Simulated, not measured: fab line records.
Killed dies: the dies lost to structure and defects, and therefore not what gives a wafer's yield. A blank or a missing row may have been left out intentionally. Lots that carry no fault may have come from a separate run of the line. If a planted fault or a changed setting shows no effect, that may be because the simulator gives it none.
Chamber matching :: flow sky130 :: SKY_CONTACT_ETCH_17 on rie-diel-04: 4 sister chambers
The step etches SiO2 in C4F8/O2/Ar, stops on Si3N4, target depth 340 nm. 4 wafers are shown with their chamber, then 7 later ones without.

== WAFERS WITH THEIR CHAMBER ==
wafer: L827.5
chamber: 2
oes-product-au (a.u.): 0.889

wafer: L830.2
chamber: 3
oes-product-au (a.u.): 0.886

wafer: L843.2
chamber: 1
oes-product-au (a.u.): 0.898

wafer: L843.3
chamber: 0
oes-product-au (a.u.): 0.890

== WAFERS MISSING THEIR CHAMBER ==
wafer: L843.5
oes-product-au (a.u.): 0.889

wafer: L845.4
oes-product-au (a.u.): 0.901

wafer: L845.5
oes-product-au (a.u.): 0.897

wafer: L845.6
oes-product-au (a.u.): 0.886

wafer: L846.1
oes-product-au (a.u.): 0.890

wafer: L846.2
oes-product-au (a.u.): 0.895

wafer: L846.5
oes-product-au (a.u.): 0.892

== EACH ONE'S CHAMBER ==
wafer: L843.5
from the rows above: can't be placed: 2 or 0 or 3
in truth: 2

wafer: L845.4
from the rows above: 1
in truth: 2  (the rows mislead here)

wafer: L845.5
from the rows above: 1
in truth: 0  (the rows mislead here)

wafer: L845.6
from the rows above: can't be placed: 3 or 2
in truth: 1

wafer: L846.1
from the rows above: can't be placed: 0 or 2
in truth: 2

wafer: L846.2
from the rows above: can't be placed: 1 or 0 or 2
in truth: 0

wafer: L846.5
from the rows above: can't be placed: 0 or 2
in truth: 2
0 of 7 placed correctly. Cannot be placed on the basis of these rows: 5; the candidates contain the true chamber in 4. Placed wrongly: 2.
How it was worked out, from the rows above alone: a wafer's distance from a chamber is the root of the sum, over the readings, of the square of ((its reading less the chamber's mean) divided by the reading's scatter). If the next closest chamber is less than 2 further off than the closest, the wafer can't be placed; otherwise it belongs to the closest. For every chamber, the mean is computed from those of its wafers that are shown. The scatter: with one shown wafer a chamber, the root of the mean of the squares of how far each hidden wafer lies from its nearest shown one.
